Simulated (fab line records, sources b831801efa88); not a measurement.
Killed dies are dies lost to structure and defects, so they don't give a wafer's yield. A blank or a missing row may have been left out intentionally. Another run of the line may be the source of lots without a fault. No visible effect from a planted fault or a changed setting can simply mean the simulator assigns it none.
What tool caused it?    flow gf180mcu    7 lots with 21 wafers sampled at 2 steps, on a route of 602 steps

== WHAT EACH GAUGE READ, for each wafer ==
GF_HV_LDD_TW_MEAS_38.
lot   measured      on             HV_LDD_3_TW
L824  day 11 22:22  film-metro-01  1433 1429 1434
L827  day 12 19:40  film-metro-03  1482 1460 1469
L829  day 13 14:07  film-metro-01  1428 1434 1439
L831  day 14 05:43  film-metro-02  1393 1402 1394
L837  day 16 09:20  film-metro-02  1281 1293 1288
L844  day 18 11:09  film-metro-03  1460 1454 1460
L846  day 19 03:32  film-metro-03  1460 1457 1452

== EACH LOT AND THE TOOL THAT RAN IT (in order: tool; ch and the chambers of the sampled wafers; start) ==
lot   GF_HV_LDD_IMPLANT_34
L824  implanter-03 ch 0, day 11 21:46
L827  implanter-03 ch 0, day 12 19:07
L829  implanter-02 ch 0, day 13 13:34
L831  implanter-03 ch 0, day 14 05:11
L837  implanter-03, day 16 08:47
L844  implanter-02 ch 0, day 18 10:37
L846  implanter-02 ch 0, day 19 02:58
- GF_HV_LDD_IMPLANT_34

== THE ANSWER, worked out from the rows above alone ==
Rule: usual is defined by the lots themselves. The widest of any qualifying gaps counts: lots, ordered by their means at a reading, are off when they make up no more than a third of the lots, leave a main group of 4 or more, and stand apart from it by 3 or more times the standard deviation of that group's means. A main group is skipped when, at the precision printed for the reading in the tables above, its means are all equal. Also off: a lot with no number at a reading for which 4 or more lots have one. Any other lot the step has rows for is counted as sound.
Off: L837, at GF_HV_LDD_TW_MEAS_38 (HV_LDD_3_TW). For the main group the mean is 1441 and the standard deviation 24.
If a tool, at a process step before that reading, ran all the lots that are off and no sound lot after the first of them, it fits. Those tools and the gauges at GF_HV_LDD_TW_MEAS_38 are tried in the same way. Undecided on this evidence; 2 tools fit (implanter-03 at GF_HV_LDD_IMPLANT_34, film-metro-02 at GF_HV_LDD_TW_MEAS_38).

== WHAT THE SIMULATOR PUT IN ==
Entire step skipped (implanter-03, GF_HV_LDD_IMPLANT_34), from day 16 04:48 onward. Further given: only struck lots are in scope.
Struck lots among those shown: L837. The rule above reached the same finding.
